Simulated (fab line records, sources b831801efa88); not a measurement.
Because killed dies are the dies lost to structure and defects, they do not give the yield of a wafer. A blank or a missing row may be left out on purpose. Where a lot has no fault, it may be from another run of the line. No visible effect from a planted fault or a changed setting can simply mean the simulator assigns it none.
Matching of chambers | flow sfq-line | 4 sister chambers for SFQ_TRILAYER_I1_CMP_CMP_046 on cmp-02
The step polishes SiO2. 4 wafers are shown with their chamber, then 6 later ones without.

WAFERS PAIRED WITH THEIR CHAMBERS
wafer  | chamber | motor-current-A (A)
L623.4 | 2       | 9.7
L626.1 | 1       | 10.4
L626.5 | 0       | 10.6
L626.6 | 3       | 11.1

WAFERS MISSING THEIR CHAMBER
wafer  | motor-current-A (A)
L627.1 | 10.2
L627.4 | 10.0
L627.6 | 10.2
L629.2 | 10.0
L629.4 | 10.3
L629.5 | 11.0

WHICH CHAMBER EACH ONE RAN IN
wafer  | from the rows above          | in truth
L627.1 | can't be placed: 1 or 0 or 2 | 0
L627.4 | can't be placed: 2 or 1 or 0 | 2
L627.6 | can't be placed: 1 or 0 or 2 | 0
L629.2 | can't be placed: 2 or 1 or 0 | 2
L629.4 | can't be placed: 1 or 0      | 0
L629.5 | can't be placed: 3 or 0      | 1
0 of 6 placed correctly. These rows do not allow placing 6 (true chamber among the candidates in 5). Wrongly placed: 0.
How it was worked out, from the rows above alone: a wafer's distance from a chamber is the root of the sum, over the readings, of the square of ((its reading less the chamber's mean) divided by the reading's scatter). The wafer belongs to the nearest chamber; if the next one is less than 2 further off, it can't be placed. Each chamber's mean is taken over the wafers shown for it. The scatter: root of mean squared gap, hidden wafer to nearest shown wafer, with one shown wafer a chamber.
